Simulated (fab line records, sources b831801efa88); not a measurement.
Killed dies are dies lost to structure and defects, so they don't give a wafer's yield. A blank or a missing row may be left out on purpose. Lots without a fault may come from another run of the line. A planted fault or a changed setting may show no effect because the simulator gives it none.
Chamber matching | flow gf180mcu | GF_V5_CVD_02 on pecvd-03: 3 sister chambers
The step deposits SiO2 from TEOS, target thk 1450 nm, time 163.28 s. 3 wafers are shown with their chamber, then 8 later ones without.

WAFERS WITH THEIR CHAMBER
wafer  | chamber | rf_fwd_power_W (W)
L085.3 | 2       | 594.7
L088.2 | 0       | 597.7
L090.2 | 1       | 595.5

WAFERS WITHOUT THEIR CHAMBER
wafer  | rf_fwd_power_W (W)
L090.4 | 598.7
L090.5 | 596.5
L091.3 | 599.2
L091.4 | 598.6
L091.6 | 598.0
L097.1 | 596.3
L097.5 | 596.9
L097.6 | 597.9

WHICH CHAMBER EACH WENT THROUGH
wafer  | from the rows above          | in truth
L090.4 | 0                            | 0
L090.5 | can't be placed: 1 or 0 or 2 | 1
L091.3 | 0                            | 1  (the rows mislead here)
L091.4 | 0                            | 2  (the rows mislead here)
L091.6 | 0                            | 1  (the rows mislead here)
L097.1 | can't be placed: 1 or 0 or 2 | 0
L097.5 | can't be placed: 0 or 1 or 2 | 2
L097.6 | 0                            | 0
Placed correctly: 2 of 8. Can't be placed from these rows: 3 (the true chamber is among the candidates in 3). Placed wrongly: 3.
How it was worked out, from the rows above alone: a wafer's distance from a chamber is the root of the sum, over the readings, of the square of ((its reading less the chamber's mean) divided by the reading's scatter). The wafer belongs to the nearest chamber; if the next one is less than 2 further off, it can't be placed. A chamber's mean is the mean of its shown wafers. The scatter: with one shown wafer a chamber, the root of the mean of the squares of how far each hidden wafer lies from its nearest shown one.
